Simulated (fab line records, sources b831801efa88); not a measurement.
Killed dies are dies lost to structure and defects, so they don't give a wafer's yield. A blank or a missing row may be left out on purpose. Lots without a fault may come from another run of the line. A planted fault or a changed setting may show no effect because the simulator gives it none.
Which tool did it? | flow sky130 | 6 lots, 18 wafers sampled, at 2 steps of a route of 708

WHAT THE GAUGES READ, wafer by wafer
SKY_LDD_LDN_TW_MEAS_13.
lot  | measured     | on            | LDD_LDN_TW
L521 | day 23 13:10 | film_metro-01 | 1483 1487 1481
L524 | day 24 18:49 | film_metro-01 | 1480 1484 1481
L530 | day 26 23:35 | film_metro-02 | 1586 1585 1580
L534 | day 28 05:47 | film_metro-02 | 1487 1490 1488
L537 | day 29 00:01 | film_metro-01 | 1477 1480 1480
L541 | day 30 17:27 | film_metro-01 | 1476 1478 1476

WHICH TOOL RAN EACH LOT (tool, then ch and the chambers of the sampled wafers, then the start)
lot  | SKY_LDD_LDN_IMPLANT_10
L521 | implanter-01 ch 0, day 23 12:46
L524 | implanter-04 ch 0, day 24 18:25
L530 | implanter-03 ch 0, day 26 22:55
L534 | implanter-03 ch 0, day 28 04:43
L537 | implanter-04 ch 0, day 28 23:38
L541 | implanter-03 ch 0, day 30 17:03
- SKY_LDD_LDN_IMPLANT_10

THE ANSWER, worked out from the rows above alone
Rule: what is usual is taken from the lots themselves. Put in order of their means at a reading, lots are off if they are a third of the lots or fewer, leave a main group of 4 or more, and stand apart from it by a gap of 3 or more times the standard deviation of the main group's means; of several such gaps the widest counts. A main group whose means are all the same, to the digits that the tables above print for the reading, isn't used. A lot without any number at a reading at which 4 lots or more have one is off too. The other lots that the step has rows for count as sound.
Off: L530, at SKY_LDD_LDN_TW_MEAS_13 (LDD_LDN_TW). The main group: mean 1482, standard deviation 4.
A tool fits if, at a process step before that reading, it ran every lot that is off, and no sound lot after the first of them. The gauges at SKY_LDD_LDN_TW_MEAS_13 are tried like those tools. None of those tried fits.

WHAT THE SIMULATOR HAD PUT IN
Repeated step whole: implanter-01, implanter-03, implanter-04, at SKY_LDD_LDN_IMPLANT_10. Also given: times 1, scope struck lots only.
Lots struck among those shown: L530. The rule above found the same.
